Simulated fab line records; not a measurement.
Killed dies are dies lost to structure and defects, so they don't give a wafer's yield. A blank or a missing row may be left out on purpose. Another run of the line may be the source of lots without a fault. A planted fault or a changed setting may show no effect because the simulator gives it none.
Chamber matching :: flow sfq-line :: 4 sister chambers for SFQ_TRILAYER_I7_VIA_BARC_OPEN_VIA_ETCH_260 on rie-diel-02
The step etches BARC in O2, target depth 125 nm, time 41.7 s. 8 wafers are shown with their chamber, then 7 later ones without.

## EACH WAFER AND ITS CHAMBER
wafer: L693.1
chamber: 2
drypump-motor-current-A (A): 6.4
bias-w (W): 80.13

wafer: L705.2
chamber: 2
drypump-motor-current-A (A): 6.4
bias-w (W): 80.18

wafer: L705.6
chamber: 1
drypump-motor-current-A (A): 5.0
bias-w (W): 80.23

wafer: L706.1
chamber: 0
drypump-motor-current-A (A): 6.1
bias-w (W): 80.02

wafer: L706.4
chamber: 3
drypump-motor-current-A (A): 6.3
bias-w (W): 80.05

wafer: L706.5
chamber: 1
drypump-motor-current-A (A): 5.0
bias-w (W): 79.99

wafer: L707.2
chamber: 0
drypump-motor-current-A (A): 6.0
bias-w (W): 79.91

wafer: L707.4
chamber: 3
drypump-motor-current-A (A): 6.3
bias-w (W): 79.97

## WAFERS MISSING THEIR CHAMBER
wafer: L707.6
drypump-motor-current-A (A): 6.3
bias-w (W): 79.84

wafer: L708.1
drypump-motor-current-A (A): 6.3
bias-w (W): 80.26

wafer: L708.5
drypump-motor-current-A (A): 5.0
bias-w (W): 80.15

wafer: L708.6
drypump-motor-current-A (A): 6.1
bias-w (W): 79.89

wafer: L709.1
drypump-motor-current-A (A): 5.0
bias-w (W): 80.06

wafer: L709.5
drypump-motor-current-A (A): 6.3
bias-w (W): 80.17

wafer: L709.6
drypump-motor-current-A (A): 6.0
bias-w (W): 79.68

## THE CHAMBER EACH PASSED THROUGH
wafer: L707.6
from the rows above: 3
in truth: 3

wafer: L708.1
from the rows above: can't be placed: 3 or 2
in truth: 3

wafer: L708.5
from the rows above: 1
in truth: 1

wafer: L708.6
from the rows above: 0
in truth: 0

wafer: L709.1
from the rows above: 1
in truth: 1

wafer: L709.5
from the rows above: can't be placed: 3 or 2
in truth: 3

wafer: L709.6
from the rows above: 0
in truth: 0
Correct placement for 5 of the 7. Unplaceable from these rows: 2, with the true chamber sitting among the candidates in 2. Placed wrongly: 0.
How it was worked out, from the rows above alone: a wafer's distance from a chamber is the root of the sum, over the readings, of the square of ((its reading less the chamber's mean) divided by the reading's scatter). If the next closest chamber is less than 2 further off than the closest, the wafer can't be placed; otherwise it belongs to the closest. The mean given for a chamber averages the wafers shown for that chamber. The scatter is the square root of a quotient: the sum, over the shown wafers, of each reading's squared deviation from its chamber's mean, divided by wafers minus chambers.
